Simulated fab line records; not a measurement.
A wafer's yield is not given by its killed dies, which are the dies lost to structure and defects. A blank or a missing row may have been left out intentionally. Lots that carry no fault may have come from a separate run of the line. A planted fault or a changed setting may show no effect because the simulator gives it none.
Split-lot trial / flow sky130 / 23 wafers read from 5 lots, route of 708 steps

SPLIT DETAILS
At SKY_LDD_P_COAT_02 (resist thk 1140 nm), the setting resist thk nm was moved away from the recipe's 1140 nm on 5 of the 23 wafers read, by -5.7% to +4.6%. This setting was run at the recipe's value on the other wafers.

The reading is taken at the split's own step.

THE READING
NOVOLAK_of_LDD_P_COAT_02.thk nm (the simulator's own value, which no gauge read), in nm, at SKY_LDD_P_COAT_02 (resist thk 1140 nm). There is no usual value for it anywhere in the file. Average 1140 nm, standard deviation 3 nm, over the 18 wafers here run with the recipe.

wafer=L074.1; tool, chamber at the split=litho track-04, 0; resist thk nm as run, nm=1075; against the recipe=-5.7%; NOVOLAK_of_LDD_P_COAT_02.thk nm, nm=1079; against lot-mates on the recipe=-62
wafer=L074.3; tool, chamber at the split=litho track-04, 0; resist thk nm as run, nm=1140; against the recipe=recipe; NOVOLAK_of_LDD_P_COAT_02.thk nm, nm=1140; against lot-mates on the recipe=-
wafer=L074.4; tool, chamber at the split=litho track-04, 0; resist thk nm as run, nm=1075; against the recipe=-5.7%; NOVOLAK_of_LDD_P_COAT_02.thk nm, nm=1073; against lot-mates on the recipe=-68
wafer=L074.5; tool, chamber at the split=litho track-04, 0; resist thk nm as run, nm=1075; against the recipe=-5.7%; NOVOLAK_of_LDD_P_COAT_02.thk nm, nm=1080; against lot-mates on the recipe=-61
wafer=L074.6; tool, chamber at the split=litho track-04, 0; resist thk nm as run, nm=1140; against the recipe=recipe; NOVOLAK_of_LDD_P_COAT_02.thk nm, nm=1142; against lot-mates on the recipe=-
wafer=L075.1; tool, chamber at the split=litho track-02, 0; resist thk nm as run, nm=1140; against the recipe=recipe; NOVOLAK_of_LDD_P_COAT_02.thk nm, nm=1146; against lot-mates on the recipe=-
wafer=L075.3; tool, chamber at the split=litho track-02, 0; resist thk nm as run, nm=1140; against the recipe=recipe; NOVOLAK_of_LDD_P_COAT_02.thk nm, nm=1141; against lot-mates on the recipe=-
wafer=L075.4; tool, chamber at the split=litho track-02, 0; resist thk nm as run, nm=1140; against the recipe=recipe; NOVOLAK_of_LDD_P_COAT_02.thk nm, nm=1140; against lot-mates on the recipe=-
wafer=L079.1; tool, chamber at the split=litho track-04, 0; resist thk nm as run, nm=1140; against the recipe=recipe; NOVOLAK_of_LDD_P_COAT_02.thk nm, nm=1136; against lot-mates on the recipe=-
wafer=L079.2; tool, chamber at the split=litho track-04, 0; resist thk nm as run, nm=1140; against the recipe=recipe; NOVOLAK_of_LDD_P_COAT_02.thk nm, nm=1137; against lot-mates on the recipe=-
wafer=L079.4; tool, chamber at the split=litho track-04, 0; resist thk nm as run, nm=1140; against the recipe=recipe; NOVOLAK_of_LDD_P_COAT_02.thk nm, nm=1137; against lot-mates on the recipe=-
wafer=L079.5; tool, chamber at the split=litho track-04, 0; resist thk nm as run, nm=1140; against the recipe=recipe; NOVOLAK_of_LDD_P_COAT_02.thk nm, nm=1134; against lot-mates on the recipe=-
wafer=L079.6; tool, chamber at the split=litho track-04, 0; resist thk nm as run, nm=1140; against the recipe=recipe; NOVOLAK_of_LDD_P_COAT_02.thk nm, nm=1135; against lot-mates on the recipe=-
wafer=L082.2; tool, chamber at the split=litho track-02, 0; resist thk nm as run, nm=1140; against the recipe=recipe; NOVOLAK_of_LDD_P_COAT_02.thk nm, nm=1142; against lot-mates on the recipe=-
wafer=L082.3; tool, chamber at the split=litho track-02, 0; resist thk nm as run, nm=1140; against the recipe=recipe; NOVOLAK_of_LDD_P_COAT_02.thk nm, nm=1142; against lot-mates on the recipe=-
wafer=L082.6; tool, chamber at the split=litho track-02, 0; resist thk nm as run, nm=1140; against the recipe=recipe; NOVOLAK_of_LDD_P_COAT_02.thk nm, nm=1142; against lot-mates on the recipe=-
wafer=L082.4; tool, chamber at the split=litho track-02, 0; resist thk nm as run, nm=1192; against the recipe=+4.6%; NOVOLAK_of_LDD_P_COAT_02.thk nm, nm=1195; against lot-mates on the recipe=+53
wafer=L082.5; tool, chamber at the split=litho track-02, 0; resist thk nm as run, nm=1192; against the recipe=+4.6%; NOVOLAK_of_LDD_P_COAT_02.thk nm, nm=1193; against lot-mates on the recipe=+51
wafer=L084.1; tool, chamber at the split=litho track-03, 0; resist thk nm as run, nm=1140; against the recipe=recipe; NOVOLAK_of_LDD_P_COAT_02.thk nm, nm=1143; against lot-mates on the recipe=-
wafer=L084.2; tool, chamber at the split=litho track-03, 0; resist thk nm as run, nm=1140; against the recipe=recipe; NOVOLAK_of_LDD_P_COAT_02.thk nm, nm=1142; against lot-mates on the recipe=-
wafer=L084.3; tool, chamber at the split=litho track-03, 0; resist thk nm as run, nm=1140; against the recipe=recipe; NOVOLAK_of_LDD_P_COAT_02.thk nm, nm=1141; against lot-mates on the recipe=-
wafer=L084.5; tool, chamber at the split=litho track-03, 0; resist thk nm as run, nm=1140; against the recipe=recipe; NOVOLAK_of_LDD_P_COAT_02.thk nm, nm=1141; against lot-mates on the recipe=-
wafer=L084.6; tool, chamber at the split=litho track-03, 0; resist thk nm as run, nm=1140; against the recipe=recipe; NOVOLAK_of_LDD_P_COAT_02.thk nm, nm=1140; against lot-mates on the recipe=-

THE FIT
A straight line over all 23 wafers: NOVOLAK_of_LDD_P_COAT_02.thk nm changes by +11.3 nm for each +1% of resist thk nm; r = +0.99; the points scatter about the line by 3.2 nm.
The same after taking each lot's own level away (the mean of its wafers on the recipe; 23 wafers): +11.2 nm for each +1%; r = +1.00; scatter 1.8 nm.
The reading moves by 64 nm for the largest change in resist thk nm, on that fit.
From 1135.8 to 1142.3 nm: that is the span of the lots' own levels, equal to 2.2 times the standard deviation above.
The two slopes are in agreement: the lot-to-lot level therefore moves the slope only a little.
Check: for one of the wafers moved furthest among these (-5.7%), held out of the fit, the line's prediction against its lot-mates is -64.7 nm. Against them it came out at -62 nm.

THESE WAFERS: OTHER SPLITS
These wafers also went through other splits before the reading. Each is held against what the fit with the lots' levels taken away leaves over:
other split on the same wafers=SKY_SONOS_ONO_CVD_04 time s; wafers away from the commonest value=15; r with NOVOLAK_of_LDD_P_COAT_02.thk nm (lot level and that fit taken away)=-0.03
other split on the same wafers=SKY_RES_PROTECT_SOFTBAKE_03 temp c; wafers away from the commonest value=8; r with NOVOLAK_of_LDD_P_COAT_02.thk nm (lot level and that fit taken away)=-0.06
other split on the same wafers=SKY_POLY_GATE_ETCH_16 time s; wafers away from the commonest value=12; r with NOVOLAK_of_LDD_P_COAT_02.thk nm (lot level and that fit taken away)=-0.14

THE WHOLE CHAIN: every reading that the file lists as answering this split, in the file's order
step=SKY_LDD_P_COAT_02; what it does=resist thk 1140 nm; reading=NOVOLAK_of_LDD_P_COAT_02.thk nm (the simulator's own value, which no gauge read); change (the file's fit)=+11.3 nm for each +1% of the setting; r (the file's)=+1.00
step=SKY_LDD_P_STRIP_10; what it does=strips in O2/N2; reading=strip time to endpoint s; change (the file's fit)=withheld for each +1% of the setting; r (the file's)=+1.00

THE FILE'S OWN FIT
NOVOLAK_of_LDD_P_COAT_02.thk nm changes by +11.3 nm for each +1% of resist thk nm, r = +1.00.
